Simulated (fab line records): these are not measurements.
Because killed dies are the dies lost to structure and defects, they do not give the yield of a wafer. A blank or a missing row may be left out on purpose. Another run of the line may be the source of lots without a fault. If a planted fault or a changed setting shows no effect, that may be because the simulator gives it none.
A lot that was struck, set against a sound lot :: flow sfq-line :: 21 steps out of a route of 325
Sound: wafers L686.2, L686.4, L686.5. The struck wafers were L694.1, L694.3, L694.5. At the end, the cause is stated.
For every step that has rows: the tool of each side, followed by ch and its chambers, followed by its first start. Under that, the readings that differ: sound wafers :: struck wafers :: difference of the means :: sigmas: that difference in standard deviations of wafers without a fault.
alike: readings whose means differ by less than 2 such deviations, and words and numbers that are the same on both sides. not compared: withheld readings, readings that some wafer has no value for, bounds like >300 that may hide the same value, and numbers for which the record gives no deviation and whose values overlap.
The two part at a step that has a row with sigmas, a row that says differs or no value, or rows on one side only. Numbers that have no deviation but don't overlap get no sigmas and don't part them. A reading that every wafer of one side lacks parts them only if that side has two wafers or more.

first, 4 steps without rows for these wafers: SFQ_TRILAYER_JJ_CE_LITHO_SOFTBAKE_118; SFQ_TRILAYER_JJ_CE_LITHO_EXPOSE_115 (exposes mask J5, target cd 700 nm); SFQ_TRILAYER_JJ_CE_LITHO_PEB_117 (peb time 60 s); SFQ_TRILAYER_JJ_CE_LITHO_DEVELOP_116 (time 60 s).
SFQ_JJ_OVL_MEAS_931:
  sound: overlay-02 at day 55 03:44; struck: overlay-02 at day 57 19:50
  alike: J5_OVL
after that, 1 step had no rows for these wafers: SFQ_TRILAYER_JJ_CE_METRO_MEASURE_117.
SFQ_TRILAYER_JJ_CE_BARC_OPEN_RIE_150: chemistry O2, target BARC, target depth 240 nm, time 80 s.
  sound on rie-metal-01 ch 0,1, day 55 04:58; struck on rie-metal-02 ch 0,1, day 57 21:04
reading: drypump-motor-current-A (A)
sound: 5.82 5.69 5.70
struck: 6.40 6.42 6.19
difference: +0.60
sigmas: +2
  alike: oes-product-au
  not compared: rf-hours-counter-h
SFQ_TRILAYER_JJ_CE_ETCH_RIE_118: chemistry SF6, target Nb, stops on Al2O3, time 97.7 s, target depth 170 nm.
  sound on rie-metal-01 ch 0,1, day 55 05:04; struck on rie-metal-02 ch 0,1, day 57 21:10
reading: drypump-motor-current-A (A)
sound: 5.80 5.72 5.70
struck: 6.42 6.41 6.25
difference: +0.62
sigmas: +2
  alike: oes-product-au
  not compared: rf-hours-counter-h
after that, 1 step had no rows for these wafers: SFQ_TRILAYER_JJ_ANODIZE_ANODIZE_119.
SFQ_TRILAYER_JJ_CE_STRIP_STRIP_120: strips in O2.
  sound on rie-metal-02 ch 0,1, day 55 05:40; struck on rie-metal-02 ch 0, day 57 21:49
  alike: drypump-motor-current-A, oes-product-au
  not compared: rf-hours-counter-h
then, 2 steps without rows for these wafers: SFQ_TRILAYER_JJ_CE_STRIP_SOLV_CLEAN_121 (cleans in NMP, time 600 s); SFQ_TRILAYER_M5_LITHO_COAT_128 (resist thk 62 nm).
SFQ_TRILAYER_M5_LITHO_COAT_123: resist thk 600 nm.
  sound on litho-track-01 ch 0, day 55 06:58; struck on litho-track-01 ch 0, day 57 22:53
reading: spin-speed-rpm (rpm)
sound: 3001.6 3002.1 3000.5
struck: 2637.4 2640.4 2639.7
difference: -362.2
sigmas: -99 or more

reading: model.KrF_of_TRILAYER_M5_LITHO_COAT_123.thk-nm (nm)
sound: 601.8 601 602.4
struck: 639.4 638.4 639.9
difference: +37.5
sigmas: 
then, 4 steps without rows for these wafers: SFQ_TRILAYER_M5_LITHO_SOFTBAKE_127; SFQ_TRILAYER_M5_LITHO_EXPOSE_124 (exposes mask M5, target cd 700 nm); SFQ_TRILAYER_M5_LITHO_PEB_126 (peb time 60 s); SFQ_TRILAYER_M5_LITHO_DEVELOP_125 (time 60 s).
-- the record jumps here: 4 days lie between the struck wafers' starts before and after --
SFQ_M5_OVL_MEAS_932:
  sound: overlay-01 at day 55 08:53; struck: overlay-02 at day 62 04:13
  alike: M5_OVL
SFQ_TRILAYER_M5_BARC_OPEN_METAL_ETCH_161: etches BARC in O2, target depth 125 nm, time 41.7 s.
  sound on rie-metal-04 ch 0,1, day 55 08:55; struck on rie-metal-04 ch 1, day 62 04:15
  alike: drypump-motor-current-A, oes-product-au
  not compared: rf-hours-counter-h
SFQ_TRILAYER_M5_ETCH_METAL_ETCH_126: etches Nb in Cl2/BCl3, stops on SiO2, time 203.2 s, target depth 265 nm.
  sound on rie-metal-04 ch 0,1, day 55 08:58; struck on rie-metal-04 ch 1, day 62 04:19
reading: model.KrF_of_TRILAYER_M5_LITHO_COAT_123.thk-nm (nm)
sound: 369.8 369.3 370
struck: 409.1 408.9 410.2
difference: +39.7
sigmas: 
  alike: drypump-motor-current-A, oes-product-au
  not compared: rf-hours-counter-h
SFQ_TRILAYER_M5_STRIP_STRIP_127: strips in O2.
  sound on rie-metal-04 ch 0,1, day 55 09:10; struck on rie-metal-04 ch 1, day 62 04:31
  alike: drypump-motor-current-A, oes-product-au
  not compared: rf-hours-counter-h

== WHERE THEY PART ==
Last at SFQ_TRILAYER_M5_LITHO_COAT_123 as far as this record goes, first at SFQ_TRILAYER_JJ_CE_BARC_OPEN_RIE_150. Later steps at which nothing parts them and some readings are alike: SFQ_M5_OVL_MEAS_932, SFQ_TRILAYER_M5_BARC_OPEN_METAL_ETCH_161, SFQ_TRILAYER_M5_ETCH_METAL_ETCH_126, SFQ_TRILAYER_M5_STRIP_STRIP_127.

WHY: whatever the simulator had introduced
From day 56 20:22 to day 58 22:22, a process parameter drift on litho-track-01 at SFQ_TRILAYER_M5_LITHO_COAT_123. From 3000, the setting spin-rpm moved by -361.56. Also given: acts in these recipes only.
